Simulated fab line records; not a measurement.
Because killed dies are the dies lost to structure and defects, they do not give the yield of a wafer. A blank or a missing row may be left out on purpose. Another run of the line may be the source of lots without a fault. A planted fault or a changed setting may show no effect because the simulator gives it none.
Chamber matching | flow gf180mcu | GF_V4_CMP_26 on cmp-02 has 4 sister chambers
The step polishes, stops on SiO2, t overpolish 15 s, target thk 0 nm. 22 wafers are shown with their chamber, then 11 later ones without.

== WAFERS WITH THEIR CHAMBER ==
wafer  | chamber | motorCurrentA (A) | timeToEndpointS (s) | overpolishRunS (s)
L079.1 | 0       | 10.0              | 90                  | 15.013
L079.2 | 1       | 12.1              | 82                  | 14.994
L079.3 | 3       | 10.5              | 84                  | 14.995
L081.1 | 1       | 11.8              | 81                  | 15.015
L081.2 | 3       | 11.1              | 89                  | 15.000
L081.3 | 2       | 9.3               | 88                  | 15.014
L082.2 | 2       | 9.3               | 87                  | 14.995
L082.4 | 0       | 10.2              | 93                  | 14.998
L082.6 | 1       | 11.6              | 83                  | 15.011
L084.1 | 0       | 10.1              | 87                  | 14.999
L084.5 | 1       | 11.6              | 78                  | 15.007
L084.6 | 2       | 8.9               | 84                  | 15.004
L086.3 | 1       | 11.6              | 85                  | 15.003
L086.5 | 3       | 11.1              | 84                  | 14.999
L086.6 | 2       | 9.2               | 86                  | 14.990
L087.2 | 1       | 11.6              | 79                  | 14.990
L087.3 | 3       | 10.8              | 85                  | 15.002
L087.5 | 0       | 9.9               | 88                  | 14.993
L091.4 | 3       | 10.9              | 83                  | 14.998
L091.5 | 2       | 9.7               | 85                  | 14.984
L091.6 | 3       | 10.9              | 86                  | 15.017
L090.3 | 3       | 11.0              | 81                  | 15.000

SIGNATURES (means of the wafers above)
reading         | chamber 0 | chamber 1 | chamber 2 | chamber 3 | scatter within a chamber
motorCurrentA   | 10.050    | 11.717    | 9.280     | 10.900    | 0.217
timeToEndpointS | 89.50     | 81.33     | 86.00     | 84.57     | 2.38
overpolishRunS  | 15.00075  | 15.00333  | 14.99740  | 15.00157  | 0.00931
Rule: for each reading, subtract the chamber's mean from the wafer's reading, divide by that reading's scatter and square the result; add these up over the readings and take the root, which gives the wafer's distance from the chamber. If the next closest chamber is less than 2 further off than the closest, the wafer can't be placed; otherwise it belongs to the closest. The scatter: take each reading less its chamber's mean, square it, sum over the shown wafers, divide by the number of wafers less the number of chambers, and take the root.

== WAFERS WITHOUT THEIR CHAMBER ==
wafer  | motorCurrentA (A) | timeToEndpointS (s) | overpolishRunS (s)
L090.4 | 9.7               | 88                  | 14.990
L090.5 | 11.6              | 78                  | 15.005
L092.4 | 10.3              | 91                  | 15.009
L092.5 | 11.3              | 77                  | 15.003
L092.6 | 10.2              | 87                  | 15.007
L094.1 | 12.0              | 80                  | 15.007
L094.5 | 10.9              | 85                  | 14.983
L094.6 | 10.2              | 89                  | 14.994
L096.1 | 9.6               | 85                  | 14.998
L096.3 | 9.1               | 84                  | 14.987
L096.4 | 11.8              | 79                  | 14.996

== WHICH CHAMBER EACH WENT THROUGH ==
wafer  | from the rows above     | in truth
L090.4 | can't be placed: 0 or 2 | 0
L090.5 | 1                       | 1
L092.4 | 0                       | 0
L092.5 | can't be placed: 1 or 3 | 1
L092.6 | 0                       | 0
L094.1 | 1                       | 1
L094.5 | 3                       | 3
L094.6 | 0                       | 0
L096.1 | can't be placed: 2 or 0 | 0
L096.3 | 2                       | 2
L096.4 | 1                       | 1
8 of 11 placed correctly. These rows do not allow placing 3 (true chamber among the candidates in 3). Placed wrongly: 0.
